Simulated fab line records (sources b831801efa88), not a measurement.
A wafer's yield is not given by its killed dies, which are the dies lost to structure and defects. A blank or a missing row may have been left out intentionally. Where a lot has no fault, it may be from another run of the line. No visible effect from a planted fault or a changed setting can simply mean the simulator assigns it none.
Which tool is to blame? / flow gf180mcu / Sampling: 6 lots, 18 wafers, 2 of 602 route steps

== WHAT EACH GAUGE READ, for each wafer ==
GF_MVPSD_OVL_MEAS_07.
lot=L370; measured=day 5 07:58; on=overlay-01; MVPSD_OVL (nm)=-1.9 0.1 0.3
lot=L372; measured=day 5 19:32; on=overlay-01; MVPSD_OVL (nm)=1.8 1.7 0.3
lot=L376; measured=day 6 23:46; on=overlay-02; MVPSD_OVL (nm)=-3.3 -1.5 -1.3
lot=L379; measured=day 7 16:20; on=overlay-02; MVPSD_OVL (nm)=0.7 -1.1 1.0
lot=L383; measured=day 8 15:31; on=overlay-02; MVPSD_OVL (nm)=0.0 -0.1 -0.5
lot=L387; measured=day 9 13:49; on=overlay-01; MVPSD_OVL (nm)=332.4 332.2 334.4

== WHAT TOOL EACH LOT RAN ON (gives the tool, then ch and the chambers of the sampled wafers, and finally the start) ==
lot=L370; GF_MVPSD_EXPOSE_04=iline-stepper-01 ch 0, day 5 00:51
lot=L372; GF_MVPSD_EXPOSE_04=iline-stepper-01 ch 0, day 5 12:23
lot=L376; GF_MVPSD_EXPOSE_04=iline-stepper-02 ch 0, day 6 15:58
lot=L379; GF_MVPSD_EXPOSE_04=iline-stepper-02 ch 0, day 7 08:55
lot=L383; GF_MVPSD_EXPOSE_04=iline-stepper-02 ch 0, day 8 07:27
lot=L387; GF_MVPSD_EXPOSE_04=iline-stepper-02 ch 0, day 9 05:42
- GF_MVPSD_EXPOSE_04: exposes mask MVPSD, target cd 1000 nm.

== THE ANSWER, worked out from the rows above alone ==
Rule: usual is defined by the lots themselves. Put in order of their means at a reading, lots are off if they are a third of the lots or fewer, leave a main group of 4 or more, and stand apart from it by a gap of 3 or more times the standard deviation of the main group's means; of several such gaps the widest counts. Not used: any main group whose means are identical at the precision the tables above print for the reading. Also off: a lot with no number at a reading for which 4 or more lots have one. All remaining lots with rows at the step are treated as sound.
Off: L387, at GF_MVPSD_OVL_MEAS_07 (MVPSD_OVL). For the main group the mean is -0.3 nm and the standard deviation 1.1.
A tool fits if, at a process step before that reading, it ran every lot that is off, and no sound lot after the first of them. Gauges at GF_MVPSD_OVL_MEAS_07: tried the same way as those tools. This does not decide it: 2 tools fit, namely iline-stepper-02 at GF_MVPSD_EXPOSE_04 and overlay-01 at GF_MVPSD_OVL_MEAS_07.

== WHAT THE SIMULATOR HAD INSERTED ==
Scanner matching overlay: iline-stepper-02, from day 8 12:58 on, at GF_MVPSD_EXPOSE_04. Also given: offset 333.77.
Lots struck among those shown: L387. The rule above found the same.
